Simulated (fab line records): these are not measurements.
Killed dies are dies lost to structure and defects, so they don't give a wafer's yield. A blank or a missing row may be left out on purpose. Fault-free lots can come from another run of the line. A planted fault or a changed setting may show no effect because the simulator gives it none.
Comparing a struck lot with a sound one :: flow sky130 :: 16 steps out of a route of 708
Sound: these wafers, L144.1, L144.4, L144.5. Struck: wafers L153.1, L153.3. (L153.4 of the same lot was not struck and is left out.) The cause comes at the end.
Per side, at each step with rows, come the tool, then ch with its chambers, and then its first start. Under that, the readings that differ: sound wafers :: struck wafers :: difference of the means :: sigmas: that difference in standard deviations of wafers without a fault.
alike: readings whose means differ by less than 2 such deviations, and words and numbers that are the same on both sides. not compared: withheld readings, readings that some wafer has no value for, bounds like >300 that may hide the same value, and numbers for which the record gives no deviation and whose values overlap.
The two part at a step that has a row with sigmas, a row that says differs or no value, or rows on one side only. Numbers that have no deviation but don't overlap get no sigmas and don't part them. Lack of a reading on every wafer of one side parts them only where that side has two or more wafers.

first, 8 steps without rows for these wafers: SKY_METAL1_DEHYDRATE_07 (time 60 s); SKY_METAL1_HMDS_08 (prime time 60 s); SKY_METAL1_COAT_09 (resist thk 60 nm); SKY_METAL1_COAT_10 (resist thk 450 nm); SKY_METAL1_SOFTBAKE_11 (time 90 s); SKY_METAL1_EXPOSE_12 (exposes mask MM1, target cd 140 nm); SKY_METAL1_PEB_13; SKY_METAL1_DEVELOP_14 (develop time 60 s).
SKY_METAL1_CD_MEAS_15 targets a cd of 140 nm.
  sound on cd_sem-01 at day 32 22:35; struck on cd_sem-02 at day 36 03:47
  alike: cd_nm
SKY_METAL1_OVL_MEAS_16:
  sound on overlay-02 at day 32 22:42; struck on overlay-02 at day 36 03:54
  alike: METAL1_OVL
SKY_METAL1_DESCUM_17: chemistry O2, time 8 s.
  sound on rie_metal-02 ch 0, day 32 22:44; struck on rie_metal-02 ch 1, day 36 03:56
  alike: chamber_pressure_mTorr, drypump_motor_current_A, oes_product_au
  not compared: rf_hours_counter_h
SKY_METAL1_ETCH_18: etches BARC in N2/H2, stops on SiO2, time 45.9 s, target depth 60 nm.
  sound on rie_metal-02 ch 0, day 32 22:47; struck on rie_metal-02 ch 1, day 36 03:58
  alike: bias_w, chamber_pressure_mTorr, drypump_motor_current_A, oes_product_au, throttle_valve_pct
  not compared: rf_hours_counter_h
SKY_METAL1_METAL_ETCH_19: etches the open film in Cl2/BCl3, stops on SiO2, target depth 360 nm, time 78 s.
  sound on rie_metal-02 ch 0, day 32 22:55; struck on rie_metal-02 ch 1, day 36 04:02
reading: bias_w (W)
sound: 48.46 48.26 48.24
struck: 62.28 62.04
difference: +13.84
sigmas: +99

reading: model.KrF-thick_of_METAL1_COAT_10.thk_nm (nm)
sound: 154.9 154.7 154.5
struck: 129.9 126.8
difference: -26.3
sigmas: 

reading: model.SiO2_of_CONTACT_HDPCVD_02.thk_nm (nm)
sound: 326.2 327.2 325.7
struck: 322.1 323
difference: -3.8
sigmas: 
  alike: chamber_pressure_mTorr, drypump_motor_current_A, oes_product_au, throttle_valve_pct
  not compared: rf_hours_counter_h
SKY_METAL1_STRIP_20: strips in O2/N2.
  sound on plasma_asher-02 ch 0,1, day 32 23:06; struck on plasma_asher-01 ch 0, day 36 04:07
reading: drypump_motor_current_A (A)
sound: 6.5 5.8 6.4
struck: 5.1 5.1
difference: -1.1
sigmas: -3

reading: strip_time_to_endpoint_s (s)
sound: 2.66 2.65 2.65
struck: 2.38 2.33
difference: -0.30
sigmas: -6
  alike: chamber_pressure_mTorr, oes_product_au
  not compared: rf_hours_counter_h
then, 1 step without rows for these wafers: SKY_METAL1_STRIP_21 (strips in post etch residue remover, time 1200 s).
-- the record jumps here: 12 days lie between the struck wafers' starts before and after (it left off in module METAL1 and takes up again in module PAD_OPEN, whose first step shown is number 708 of the route) --
SKY_PAD_OPEN_PROBE_99:
  sound on prober-02 at day 45 19:33; struck on prober-01 at day 48 08:24
  alike: defect_limited_yield, killed_at_M0_to_M3, killed_at_M4_up, killed_at_contacts, killed_at_front_end, killed_at_other, killed_dies, killed_open, killed_short, sort_bin_3_pad_short, sort_bin_5_function, sort_bin_6_memory, sort_n_pass, sort_yield_pct

== WHERE THEY PART ==
Earliest at SKY_METAL1_METAL_ETCH_19; latest, in this record, at SKY_METAL1_STRIP_20. Later steps at which nothing parts them and some readings are alike: SKY_PAD_OPEN_PROBE_99.

WHY: the cause the simulator had injected
rie_metal-02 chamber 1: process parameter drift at SKY_METAL1_METAL_ETCH_19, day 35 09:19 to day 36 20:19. Setting bias_w, moved by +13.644, from 48.5. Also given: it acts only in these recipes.
